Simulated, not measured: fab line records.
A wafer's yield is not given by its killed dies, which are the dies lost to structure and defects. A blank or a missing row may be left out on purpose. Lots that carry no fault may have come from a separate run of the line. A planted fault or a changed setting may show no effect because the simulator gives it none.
Matching of chambers    flow sky130    4 sister chambers for SKY_VIA4_CMP_02 on cmp-02
The step polishes SiO2. 8 wafers are shown with their chamber, then 8 later ones without.

## EACH WAFER AND ITS CHAMBER
wafer   chamber  motor current A (A)  edge zone pressure frac
L391.1  3        11.1                 0.999
L391.2  0        12.1                 1.008
L399.1  3        10.7                 0.997
L399.6  1        11.0                 1.001
L401.1  2        10.1                 1.006
L401.2  1        11.5                 1.003
L401.4  0        11.7                 0.998
L402.1  2        9.9                  1.003

## WAFERS WITHOUT THEIR CHAMBER
wafer   motor current A (A)  edge zone pressure frac
L402.2  10.6                 0.999
L402.3  11.4                 1.006
L404.2  11.2                 1.001
L404.5  10.8                 0.993
L404.6  11.5                 1.001
L406.4  11.5                 0.990
L406.5  10.2                 1.010
L406.6  11.3                 0.993

## EACH ONE'S CHAMBER
wafer   from the rows above           in truth
L402.2  can't be placed: 3 or 1 or 2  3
L402.3  can't be placed: 1 or 0 or 3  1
L404.2  can't be placed: 1 or 3       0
L404.5  can't be placed: 3 or 1       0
L404.6  can't be placed: 1 or 0 or 3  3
L406.4  can't be placed: 3 or 1 or 0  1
L406.5  2                             2
L406.6  can't be placed: 3 or 1 or 0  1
Placed correctly: 1 of 8. Unplaceable from these rows: 7, with the true chamber sitting among the candidates in 5. Number placed wrongly: 0.
How it was worked out, from the rows above alone: a wafer's distance from a chamber is the root of the sum, over the readings, of the square of ((its reading less the chamber's mean) divided by the reading's scatter). The wafer belongs to the nearest chamber; if the next one is less than 2 further off, it can't be placed. The mean given for a chamber averages the wafers shown for that chamber. How the scatter is found: for the shown wafers, subtract from each reading the mean of its chamber, square and add these, divide the total by (wafers less chambers), then take the root.
